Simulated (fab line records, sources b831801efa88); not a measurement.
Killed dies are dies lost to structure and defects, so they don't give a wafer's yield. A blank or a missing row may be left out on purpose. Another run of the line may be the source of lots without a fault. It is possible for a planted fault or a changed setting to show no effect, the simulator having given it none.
Struck lot and sound lot, side by side + flow sky130 + 44 out of 708 route steps
Sound: wafers L993.2, L993.3, L993.5. Struck: wafer L999.6. (L999.2, L999.3 of the same lot were not struck and are left out.) The cause comes at the end.
For every step that has rows: the tool of each side, followed by ch and its chambers, followed by its first start. Under that, the readings that differ: sound wafers + struck wafers + difference of the means + sigmas: that difference in standard deviations of wafers without a fault.
alike: same words and numbers on both sides, and readings whose means sit less than 2 such deviations apart. not compared: any withheld reading, any reading some wafer has no value for, any bound like >300 that may hide the same value, and any number with overlapping values for which the record gives no deviation.
The two part at a step that has a row with sigmas, a row that says differs or no value, or rows on one side only. When numbers do not overlap yet have no deviation, they are printed without sigmas and do not part them. A reading missing from all wafers of one side parts the sides only when that side holds two or more wafers.

first, 7 steps without rows for these wafers: SKY_VIA3_ETCH_15 (etches SiO2 in C4F8/O2/Ar, stops on TiN, target depth 507 nm, time 78 s); SKY_VIA3_STRIP_16 (strips in O2/N2); SKY_VIA3_STRIP_17 (strips in post etch residue remover, time 1200 s); SKY_VIA3_CLEAN_18 (cleans in IPA, time 180 s); SKY_VIA3_CLEAN_19 (cleans in O3/DIW); SKY_VIA3_SPUTTER_20 (material TiN, target thk 20 nm, time 80 s); SKY_VIA3_CVD_21 (deposits W, target thk 390 nm, time 117.31 s).
SKY_VIA3_RS_MEAS_22: the measuring method here is four-point-probe.
  struck on filmMetro-03, day 43 13:20; sound on filmMetro-04, day 41 11:16
  alike: VIA3_W_RS
SKY_VIA3_THK_MEAS_23: measures by xrf.
  struck on filmMetro-03, day 43 13:26; sound on filmMetro-04, day 41 11:23
| reading         | sound       | struck | difference | sigmas |
|-----------------|-------------|--------|------------|--------|
| VIA3_W_THK (nm) | 375 378 386 | 394    | +14        | +2     |
SKY_VIA3_CMP_24: polishes, stops on SiO2, t overpolish 20 s, target thk 0 nm.
  sound on cmp-01 ch 0,2,3, day 41 11:29; struck on cmp-02 ch 3, day 43 13:29
| reading             | sound    | struck | difference | sigmas |
|---------------------|----------|--------|------------|--------|
| timeToEndpointS (s) | 79 85 84 | 102    | +19        | +4     |
  alike: motorCurrentA, overpolishRunS, platenRpm, retainingRingPressureFrac
then, 2 steps without rows for these wafers: SKY_METAL4_SPUTTER_00 (material Ti, target thk 15 nm, time 10.35 s); SKY_METAL4_SPUTTER_01 (material TiN, target thk 20 nm, time 16.7 s).
SKY_METAL4_SPUTTER_02: material AlCu, target thk 735 nm, time 39.1 s.
  struck on pvdSputter-02, day 43 13:50; sound on pvdSputter-01, day 41 11:47
| reading                                    | sound                | struck | difference | sigmas |
|--------------------------------------------|----------------------|--------|------------|--------|
| chamberPressurePa (Pa)                     | 0.4006 0.3993 0.3988 | 0.4390 | +0.0394    | +51    |
| throttleValvePct (%)                       | 31.0 32.1 29.1       | 27.8   | -2.9       | -2     |
| model.AlCu_of_METAL4_SPUTTER_02.thkNm (nm) | 742.6 741.9 731      | 727.2  | -11.3      |        |
  alike: cathodeDcPowerW
SKY_METAL4_SPUTTER_03: material Ti, target thk 5 nm, time 3.3 s.
  struck on pvdSputter-02, day 43 13:53; sound on pvdSputter-01, day 41 11:49
  alike: cathodeDcPowerW, chamberPressurePa, throttleValvePct
SKY_METAL4_SPUTTER_04: material TiN, target thk 70 nm, time 58.3 s.
  struck on pvdSputter-02, day 43 13:53; sound on pvdSputter-01, day 41 11:50
  alike: cathodeDcPowerW, chamberPressurePa, throttleValvePct
SKY_CAP2M_CVD_00: deposits SiO2, target thk 15.5 nm.
  sound on pecvd-03 ch 0,1, day 41 11:53; struck on pecvd-01 ch 0, day 43 13:56
  alike: heaterPowerW
SKY_CAP2M_THK_MEAS_01:
  struck on filmMetro-02, day 43 13:59; sound on filmMetro-01, day 41 11:55
  alike: CAP2M_CVD_00_THK
then, 1 step without rows for these wafers: SKY_CAP2M_SPUTTER_02 (material TiN, target thk 200 nm, time 166.7 s).
SKY_CAP2M_RS_MEAS_03: the measuring method here is four-point-probe.
  struck on filmMetro-04, day 43 14:09; sound on filmMetro-02, day 41 12:06
  alike: CAP2M_TIN_RS
SKY_CAP2M_THK_MEAS_04: measures by xrf.
  struck on filmMetro-04, day 43 14:16; sound on filmMetro-02, day 41 12:13
  alike: CAP2M_TIN_THK
then, 7 steps without rows for these wafers: SKY_CAP2M_DEHYDRATE_05 (time 60 s); SKY_CAP2M_HMDS_06 (prime time 60 s); SKY_CAP2M_COAT_07 (resist thk 1140 nm); SKY_CAP2M_SOFTBAKE_08 (time 60 s); SKY_CAP2M_EXPOSE_09 (exposes mask CAP2M, target cd 1000 nm); SKY_CAP2M_PEB_10; SKY_CAP2M_DEVELOP_11 (develop time 60 s).
SKY_CAP2M_OVL_MEAS_12:
  struck on overlay-02, day 44 12:40; sound on overlay-01, day 42 12:02
  alike: CAP2M_OVL
SKY_CAP2M_METAL_ETCH_13: etches TiN in Cl2/BCl3, stops on SiO2, target depth 220 nm, time 62.9 s.
  sound on rieMetal-04 ch 0,1, day 42 12:04; struck on rieMetal-03 ch 1, day 44 12:42
| reading                  | sound             | struck | difference | sigmas |
|--------------------------|-------------------|--------|------------|--------|
| drypumpMotorCurrentA (A) | 6.3 6.2 6.1       | 5.4    | -0.8       | -2     |
| oesProductAu (a.u.)      | 0.914 0.919 0.917 | 0.938  | +0.021     | +2     |
  alike: throttleValvePct
  not compared: rfHoursCounterH
then, 12 steps without rows for these wafers: SKY_CAP2M_STRIP_14 (strips in O2/N2); SKY_CAP2M_STRIP_15 (strips in post etch residue remover, time 1200 s); SKY_CAP2M_CLEAN_16 (cleans in IPA, time 180 s); SKY_CAP2M_CLEAN_17 (cleans in O3/DIW); SKY_METAL4_DEHYDRATE_05 (time 60 s); SKY_METAL4_HMDS_06 (prime time 60 s); SKY_METAL4_COAT_07 (resist thk 60 nm); SKY_METAL4_COAT_08 (resist thk 1140 nm); SKY_METAL4_SOFTBAKE_09 (time 90 s); SKY_METAL4_EXPOSE_10 (exposes mask MM4, target cd 300 nm); SKY_METAL4_PEB_11; SKY_METAL4_DEVELOP_12 (develop time 60 s).
SKY_METAL4_CD_MEAS_13: target cd 300 nm.
  struck on cdSem-02, day 45 10:44; sound on cdSem-02, day 43 11:54
  alike: cdNm
SKY_METAL4_METAL_ETCH_18: etches the open film in Cl2/BCl3, stops on SiO2, target depth 845 nm, time 183.1 s.
  sound on rieMetal-01 ch 1, day 43 12:15; struck on rieMetal-01 ch 0, day 45 11:02
| reading                          | sound             | struck | difference | sigmas |
|----------------------------------|-------------------|--------|------------|--------|
| drypumpMotorCurrentA (A)         | 5.09 5.06 5.09    | 5.88   | +0.80      | +3     |
| model.METAL4.featureDepthNm (nm) | 872.7 872.5 860.4 | 855.8  | -12.7      |        |
| model.etch.depthNm (nm)          | 872.7 872.5 860.4 | 855.8  | -12.7      |        |
  alike: oesProductAu, throttleValvePct
  not compared: rfHoursCounterH
-- the record jumps here: 4 days lie between the struck wafers' starts before and after (it left off in module METAL4 and takes up again in module PAD_OPEN, whose first step shown is number 708 of the route) --
SKY_PAD_OPEN_PROBE_99:
  struck on prober-02, day 49 01:47; sound on prober-02, day 47 09:01
| reading     | sound    | struck | difference | sigmas |
|-------------|----------|--------|------------|--------|
| killedOpen  | 51 56 50 | 37     | -15        | -2     |
| killedShort | 33 43 35 | 55     | +18        | +3     |
  alike: defectLimitedYield, killed_at_M0_to_M3, killed_at_M4_up, killedAtContacts, killedAtFrontEnd, killedAtOther, killedDies, sort_bin_3_pad_short, sort_bin_5_function, sort_bin_6_memory, sortNPass, sortYieldPct

## WHERE THEY PART
Last at SKY_PAD_OPEN_PROBE_99 as far as this record goes, first at SKY_VIA3_THK_MEAS_23.

WHY: what had been put in by the simulator
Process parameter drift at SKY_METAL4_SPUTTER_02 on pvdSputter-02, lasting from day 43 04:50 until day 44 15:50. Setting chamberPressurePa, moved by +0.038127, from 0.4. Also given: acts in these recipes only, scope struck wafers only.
